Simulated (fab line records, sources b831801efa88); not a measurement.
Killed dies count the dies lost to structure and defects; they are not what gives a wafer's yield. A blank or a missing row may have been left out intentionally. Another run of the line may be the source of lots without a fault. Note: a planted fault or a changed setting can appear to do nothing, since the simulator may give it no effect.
What tool caused it? | flow sky130 | 11 lots with 33 wafers sampled at 3 steps, on a route of 708 steps

== WHAT THE GAUGES READ, wafer by wafer ==
SKY_LDD_HVN_OVL_MEAS_07.
lot  | measured     | on         | LDD_HVN_OVL (nm)
L306 | day 20 09:22 | overlay-02 | -0.2 0.3 -0.4
L307 | day 20 23:47 | overlay-02 | -1.9 -1.7 -2.8
L313 | day 23 09:37 | overlay-02 | -2.6 -2.4 -1.8
L314 | day 23 22:40 | overlay-01 | -0.2 -1.3 1.1
L315 | day 23 23:18 | overlay-02 | -3.5 -1.3 -1.4
L317 | day 24 18:39 | overlay-02 | - - -
L320 | day 25 15:16 | overlay-02 | -0.9 -1.6 -0.1
L326 | day 27 13:22 | overlay-01 | -2.1 -3.8 -2.2
L327 | day 27 21:27 | overlay-01 | 1.4 2.2 1.1
L328 | day 28 02:08 | overlay-01 | 2.1 2.3 3.1
L329 | day 28 13:47 | overlay-02 | 1.1 1.5 0.2

== TOOL THAT RAN EACH LOT (tool first, then ch and the chambers of the sampled wafers, then the start) ==
lot  | SKY_GATE_OXIDE_STRIP_13              | SKY_LDD_HVN_EXPOSE_04
L306 | plasma asher-02 ch 0,1, day 13 21:22 | iline stepper-01 ch 0, day 19 18:04
L307 | plasma asher-04 ch 0,1, day 14 09:05 | iline stepper-01 ch 0, day 20 08:52
L313 | plasma asher-04 ch 0,1, day 16 16:24 | iline stepper-02 ch 0, day 22 17:39
L314 | plasma asher-01 ch 1, day 16 22:42   | iline stepper-01 ch 0, day 23 08:40
L315 | plasma asher-04 ch 1, day 17 02:13   | iline stepper-02 ch 0, day 23 09:04
L317 | plasma asher-01 ch 0,1, day 17 23:09 | iline stepper-02 ch 0, day 24 03:56
L320 | plasma asher-01 ch 0,1, day 18 23:33 | iline stepper-02 ch 0, day 25 01:55
L326 | plasma asher-02 ch 0,1, day 21 00:22 | iline stepper-01 ch 0, day 26 21:38
L327 | plasma asher-04 ch 0,1, day 21 06:31 | iline stepper-02 ch 0, day 27 06:56
L328 | plasma asher-01 ch 0,1, day 21 13:20 | iline stepper-01 ch 0, day 27 12:07
L329 | plasma asher-01 ch 0,1, day 22 00:29 | iline stepper-01 ch 0, day 27 23:37
- SKY_GATE_OXIDE_STRIP_13: strips in O2/N2.
- SKY_LDD_HVN_EXPOSE_04: exposes mask HVNTM, target cd 700 nm.

== THE ANSWER, worked out from the rows above alone ==
Rule: usual is defined by the lots themselves. Put in order of their means at a reading, lots are off if they are a third of the lots or fewer, leave a main group of 4 or more, and stand apart from it by a gap of 3 or more times the standard deviation of the main group's means; of several such gaps the widest counts. The tables above print the reading to a certain number of digits; a main group whose means all agree to those digits is not used. A lot without any number at a reading at which 4 lots or more have one is off too. Any other lot the step has rows for is counted as sound.
Off: at SKY_LDD_HVN_OVL_MEAS_07 (LDD_HVN_OVL), L317. Without a number there: L317. For the main group the mean is -0.5 nm and the standard deviation 1.7.
A tool fits if, at a process step before that reading, it ran every lot that is off, and no sound lot after the first of them. Gauges at SKY_LDD_HVN_OVL_MEAS_07: tried the same way as those tools. Of those tried, none fits.

== WHAT WAS PUT IN BY THE SIMULATOR ==
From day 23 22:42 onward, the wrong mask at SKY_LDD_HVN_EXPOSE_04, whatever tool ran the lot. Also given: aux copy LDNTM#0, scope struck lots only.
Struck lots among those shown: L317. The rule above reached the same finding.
